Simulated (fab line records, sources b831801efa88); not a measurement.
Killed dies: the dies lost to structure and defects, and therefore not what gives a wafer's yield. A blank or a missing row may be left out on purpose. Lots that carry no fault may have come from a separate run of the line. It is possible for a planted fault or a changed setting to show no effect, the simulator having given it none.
The same fault as seen by 2 desks | flow sky130 | what lay behind the numbers comes last; until then each desk has only its own

## AT THE TOOL OWNER'S DESK: hdpcvd-02
The tool's own readings at SKY_LI_CONTACT_HDPCVD_00 (deposits PSG, target thk 930 nm, time 155 s): means of the sampled wafers that have a number, for each lot that ran on this tool. The brackets show how far a lot's mean lies from the usual mean; more than 4 standard deviations puts the lot out of limits, marked OUT.
Columns: A = runLengthS at SKY_LI_CONTACT_HDPCVD_00, usual 182.8 s
lot  | first seen here | A
L425 | day 30 04:56    | 212.6 (+56) OUT
L426 | day 30 09:46    | 212.8 (+57) OUT
L427 | day 30 14:16    | 213.4 (+58) OUT
L435 | day 33 00:16    | 182.4
L438 | day 34 16:20    | 182.7
L442 | day 35 11:29    | 183.1
This desk's verdict: out of limits on L425, L426, L427, starting with L425 at day 30 04:56 (runLengthS at SKY_LI_CONTACT_HDPCVD_00). Within limits: L435, L438, L442.

## FROM THE METROLOGY DESK
Lot by lot, what the gauges showed, no matter which tool ran the lot: averages of those sampled wafers that carry a number. The brackets show how far a lot's mean lies from the usual mean; more than 4 standard deviations puts the lot out of limits, marked OUT.
Columns: A = SD_P_OVL at SKY_SD_P_OVL_MEAS_08, usual 0.3 nm; B = RES_XHIGH_RS at SKY_SD_N_RS_MEAS_18, usual 333.2 ohm/sq; C = LI_CONTACT_HDPCVD_THK at SKY_LI_CONTACT_THK_MEAS_01, usual 928 nm; D = cdNm at SKY_LOCAL_INTERCONNECT_CD_MEAS_11, usual 170.2 nm
lot  | first seen here | A    | B     | C              | D
L419 | day 25 00:37    | 0.7  | 331.8 | 944            | 169.3
L425 | day 27 19:07    | 0.6  | 331.8 | 1109 (+18) OUT | 170.0
L426 | day 28 00:49    | 1.1  | 332.9 | 1102 (+17) OUT | 170.5
L427 | day 28 05:38    | 0.9  | 334.9 | 1097 (+17) OUT | 171.2
L431 | day 29 17:37    | 0.9  | 333.5 | 917            | 167.3
L435 | day 30 16:32    | -0.4 | 332.3 | 931            | 168.2
L436 | day 31 03:40    | -1.4 | 331.1 | 915            | 168.1
L437 | day 31 06:43    | 0.1  | 333.1 | 934            | 170.0
L439 | day 31 22:46    | 0.3  | 332.9 | 921            | 168.6
L438 | day 32 09:16    | 1.1  | 332.8 | 928            | 172.9
L440 | day 33 01:01    | 0.6  | 332.9 | 926            | 171.6
L442 | day 33 06:04    | -0.9 | 334.9 | 939            | 170.0
This desk finds L425, L426, L427 out of limits, with the earliest case on L425 at day 30 05:03 (LI_CONTACT_HDPCVD_THK at SKY_LI_CONTACT_THK_MEAS_01). Within limits: L419, L431, L435, L436, L437, L439, L438, L440, L442.

## BROUGHT TOGETHER
An alarm could have come from the tool owner's desk at day 30 04:56, on L425, L426, L427.
Metrology desk: alarm possible at day 30 05:03 on L425, L426, L427.
SKY_LI_CONTACT_HDPCVD_00 was run on hdpcvd-02 by each of the lots named.

## WHAT THE SIMULATOR HAD INSERTED
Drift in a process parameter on hdpcvd-02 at SKY_LI_CONTACT_HDPCVD_00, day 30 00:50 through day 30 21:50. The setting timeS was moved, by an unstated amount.
Struck lots among those shown: L425, L426, L427.
Time in hours from fault onset to the first out-of-limits reading at each desk: tool owner's desk 4, metrology desk 4.
